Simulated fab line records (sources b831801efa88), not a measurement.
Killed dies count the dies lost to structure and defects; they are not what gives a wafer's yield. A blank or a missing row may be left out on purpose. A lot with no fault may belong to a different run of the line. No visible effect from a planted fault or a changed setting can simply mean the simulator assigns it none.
Which of the tools did it? ; flow sky130 ; 33 wafers from 11 lots sampled at 3 of the route's 708 steps

== WHAT THE GAUGES READ, wafer by wafer ==
SKY_METAL5_RS_MEAS_05: measures by four-point-probe.
lot;measured;on;METAL5_ALCU_RS (ohm/sq)
L459;day 43 12:01;film_metro-04;0.02673 0.02685 0.02678
L462;day 44 03:38;film_metro-04;0.02639 0.02655 0.02658
L463;day 44 09:22;film_metro-01;0.02716 0.02717 0.02724
L464;day 44 14:04;film_metro-02;0.02739 0.02729 0.02734
L465;day 44 22:06;film_metro-02;0.02698 0.02698 0.02731
L470;day 46 05:47;film_metro-01;0.02718 0.0274 0.02691
L469;day 46 06:23;film_metro-02;0.02683 0.02686 0.02694
L472;day 46 16:53;film_metro-04;0.02686 0.0271 0.02693
L475;day 47 10:57;film_metro-04;0.02726 0.02722 0.02736
L480;day 48 09:24;film_metro-01;0.02683 0.02718 0.02699
L481;day 48 15:20;film_metro-02;0.02667 0.02662 0.02719

== WHAT TOOL EACH LOT RAN ON (gives the tool, then ch and the chambers of the sampled wafers, and finally the start) ==
lot;SKY_METAL5_SPUTTER_01;SKY_METAL5_SPUTTER_04
L459;pvd_sputter-03, day 43 11:50;pvd_sputter-03, day 43 11:56
L462;pvd_sputter-04, day 44 03:30;pvd_sputter-04, day 44 03:36
L463;pvd_sputter-04, day 44 09:04;pvd_sputter-04, day 44 09:15
L464;pvd_sputter-03, day 44 13:52;pvd_sputter-03, day 44 13:58
L465;pvd_sputter-04, day 44 21:56;pvd_sputter-04, day 44 22:02
L470;pvd_sputter-04, day 46 05:38;pvd_sputter-04, day 46 05:43
L469;pvd_sputter-04, day 46 06:14;pvd_sputter-04, day 46 06:19
L472;pvd_sputter-04, day 46 16:41;pvd_sputter-04, day 46 16:47
L475;pvd_sputter-02, day 47 10:47;pvd_sputter-02, day 47 10:53
L480;pvd_sputter-02, day 48 09:10;pvd_sputter-02, day 48 09:16
L481;pvd_sputter-02, day 48 15:11;pvd_sputter-02, day 48 15:16
- SKY_METAL5_SPUTTER_01: material TiN, target thk 20 nm, time 16.7 s.
- SKY_METAL5_SPUTTER_04: material TiN, target thk 70 nm, time 58.3 s.

== THE ANSWER, worked out from the rows above alone ==
Rule: what is usual is taken from the lots themselves. The widest of any qualifying gaps counts: lots, ordered by their means at a reading, are off when they make up no more than a third of the lots, leave a main group of 4 or more, and stand apart from it by 3 or more times the standard deviation of that group's means. If all means in a main group match to the digits the tables above print for the reading, that group is not used. Also off: a lot with no number at a reading for which 4 or more lots have one. All remaining lots with rows at the step are treated as sound.
None of the lots is off at any reading shown; this tells nothing.

== WHAT THE SIMULATOR HAD INSERTED ==
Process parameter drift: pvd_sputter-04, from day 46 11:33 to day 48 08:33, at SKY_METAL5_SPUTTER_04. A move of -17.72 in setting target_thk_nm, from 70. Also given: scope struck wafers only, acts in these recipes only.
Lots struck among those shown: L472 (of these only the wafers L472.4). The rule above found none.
